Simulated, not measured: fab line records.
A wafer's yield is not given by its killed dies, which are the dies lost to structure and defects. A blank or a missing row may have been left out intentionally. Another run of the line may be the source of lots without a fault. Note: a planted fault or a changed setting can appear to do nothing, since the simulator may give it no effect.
The same fault as seen by 2 desks    flow gf180mcu    what lay behind the numbers comes last; until then each desk has only its own

## AT THE TOOL OWNER'S DESK: rieMetal-03
The tool's own readings at GF_M2_METAL_ETCH_16 (etches the open film in Cl2/BCl3, stops on SiO2, target depth 750.8 nm, time 125.1 s): means of the sampled wafers that have a number, for each lot that ran on this tool. Marked OUT: a lot whose mean sits more than 4 standard deviations from the usual mean, which makes it out of limits; the brackets give that distance.
Columns: A = drypumpMotorCurrentA at GF_M2_METAL_ETCH_16, usual 5.49 A; B = heBacksideLeakSccm at GF_M2_METAL_ETCH_16, usual 3.5 sccm; C = oesProductAu at GF_M2_METAL_ETCH_16, usual 0.992 a.u.; D = throttleValvePct at GF_M2_METAL_ETCH_16, usual 28.227 %
lot   first seen here  A     B    C                D
L887  day 20 14:19     5.55  3.6  0.989            28.231
L888  day 20 23:30     5.54  3.4  0.992            28.237
L889  day 21 05:07     5.55  3.9  0.993            28.235
L891  day 22 00:31     5.55  3.5  0.989            28.234
L892  day 22 06:00     5.63  3.4  0.999            28.221
L893  day 22 16:01     5.60  3.5  0.931 (-11) OUT  28.286 (+6.4) OUT
L894  day 23 04:09     5.58  3.5  0.877 (-21) OUT  28.350 (+14) OUT
L896  day 23 14:46     5.66  3.4  0.899 (-17) OUT  28.330 (+11) OUT
L904  day 26 07:22     5.54  3.4  0.993            28.227
L905  day 26 09:49     5.55  3.6  0.988            28.232
L906  day 26 15:40     5.55  3.4  0.993            28.234
This desk's finding: out of limits on L893, L894, L896; first on L893, day 22 16:01 (oesProductAu at GF_M2_METAL_ETCH_16). In limits: L887, L888, L889, L891, L892, L904, L905, L906.

## METROLOGY DESK
Means of the sampled wafers that have a number, per lot and without regard to the tool the lot ran on: this is what the gauges read. Marked OUT: a lot whose mean sits more than 4 standard deviations from the usual mean, which makes it out of limits; the brackets give that distance.
Columns: A = V2_W_THK at GF_V2_THK_MEAS_25, usual 352 nm
lot   first seen here  A
L885  day 20 23:11     345
L886  day 21 05:46     349
L887  day 21 16:51     352
L888  day 22 02:07     355
L889  day 22 07:21     360
L890  day 22 21:01     362
L891  day 23 02:15     346
L892  day 23 07:49     351
L893  day 23 17:17     354
L894  day 24 04:57     358
L896  day 24 16:13     351
L903  day 26 23:54     344
L904  day 27 08:39     342
L905  day 27 08:57     352
L906  day 27 14:28     353
Finding of this desk: none of the 15 lots has anything out of limits.

## PUT TOGETHER
At day 22 16:01, on L893, L894, L896, the tool owner's desk was in a position to raise an alarm.
At the metrology desk, nothing out of limits was observed.
The metrology desk has L893, L894, L896 on record, within its limits.
On rieMetal-03, each named lot ran GF_M2_METAL_ETCH_16.

## WHAT THE SIMULATOR PUT IN
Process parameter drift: rieMetal-03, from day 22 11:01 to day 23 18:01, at GF_M2_METAL_ETCH_16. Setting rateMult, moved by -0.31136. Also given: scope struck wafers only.
Struck lots among those shown: L893, L894, L896.
Delay in hours, fault start to first out-of-limits reading, by desk: the tool owner's desk at 5.
